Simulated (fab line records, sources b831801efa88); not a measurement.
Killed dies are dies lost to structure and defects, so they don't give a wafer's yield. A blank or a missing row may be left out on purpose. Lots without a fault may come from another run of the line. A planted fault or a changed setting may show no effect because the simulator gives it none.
Problem report in the 8D (eight disciplines) form, filled by code | flow sky130 | the parts of the form that need people (team, actions taken, sign-off) are left out

1. THE PROBLEM
strip_time_to_endpoint_s at SKY_PASSIVATION_STRIP_12 reads a mean of 29.56 s on 1 wafer of 1 lot; wafers without a fault read 31.56 s with a standard deviation of 0.14. That is -14 standard deviations from the usual mean.
The step: strips in O2/N2.
First seen on wafer L891.4, day 49 09:01, on plasma_asher-02. The record holds 38 wafers of 13 lots with a number at this step. Rule for "out", or "out of limits": more than 4 standard deviations from the usual mean. The other wafers with a number count as sound.

2. WHAT IT IS AND WHAT IT IS NOT
question                    | is                       | is not
which readings at this step | strip_time_to_endpoint_s | drypump_motor_current_A, o2_flow_sccm
which lots                  | L891                     | L872, L873, L876, L878, L879, L880, L881, L883, L892, L893, L894, L895
which wafers of those lots  | L891.4                   | L891.5
read on which tools         | plasma_asher-02          | plasma_asher-01, plasma_asher-03
when                        | from day 49 09:01        | up to then (25 sound wafers); but 12 sound wafers of L892, L893, L894, L895 came after

3. SUSPECTS, AND WHAT RULES EACH OUT
Counting: a tool at a process step up to the reading stays a suspect if it ran every lot that is out. Sound lots after the first of them don't rule it out here, since some wafers of a struck lot are sound.
- rie_diel-01 at SKY_PASSIVATION_ETCH_11 (etches the open film in CF4/O2, stops on AlCu, target depth 725 nm, time 161.1 s): kept. It ran the lot that is out, L891 (day 49 08:52); its last sound lot up to then is L883 (day 47 14:49).
- plasma_asher-02 at SKY_PASSIVATION_STRIP_12 (strips in O2/N2): kept. It ran the lot that is out, L891 (day 49 09:01); its last sound lot up to then is L881 (day 47 06:13). Its own readings are out on those wafers: strip_time_to_endpoint_s.
- Within plasma_asher-02 at SKY_PASSIVATION_STRIP_12: the wafers that are out ran in chamber 1; their sound lot-mates ran in chamber 0.
Left after counting: rie_diel-01 at SKY_PASSIVATION_ETCH_11, plasma_asher-02 at SKY_PASSIVATION_STRIP_12.

4. THE CAUSE (what the simulator had put in)
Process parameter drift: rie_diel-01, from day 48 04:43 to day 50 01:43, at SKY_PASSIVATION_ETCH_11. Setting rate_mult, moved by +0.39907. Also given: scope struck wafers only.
Counting left 2 suspects, and this tool is among them.

5. THE CHAIN OF EFFECTS, in route order
Each row: a reading whose mean over the struck wafers that have a number lies more than 3 standard deviations from the usual. Only readings for which the record gives a usual standard deviation are gone through. hours: the time from each lot's start at the first step in this table that gives one to its start at this step, as a median over the lots. sigmas: the change in usual standard deviations.
hours | step                     | reading                  | usual   | on struck wafers | change | sigmas
0     | SKY_PASSIVATION_STRIP_12 | strip_time_to_endpoint_s | 31.56 s | 29.56            | -2.00  | -14
The process steps in it:
- SKY_PASSIVATION_STRIP_12: strips in O2/N2.

6. WHAT WOULD HAVE CAUGHT IT SOONER
In this record the first reading out of limits was taken at day 49 09:01, 28 hours after the fault began at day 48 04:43.
Of the tool readings at SKY_PASSIVATION_ETCH_11 for which the record gives a usual standard deviation, none was out on any struck wafer, so an alarm limit of 4 standard deviations on them would not have fired.
All the lots that are out (1) had begun SKY_PASSIVATION_ETCH_11 on rie_diel-01 by day 49 09:01. A hold on the tool at that time would have spared none of them.
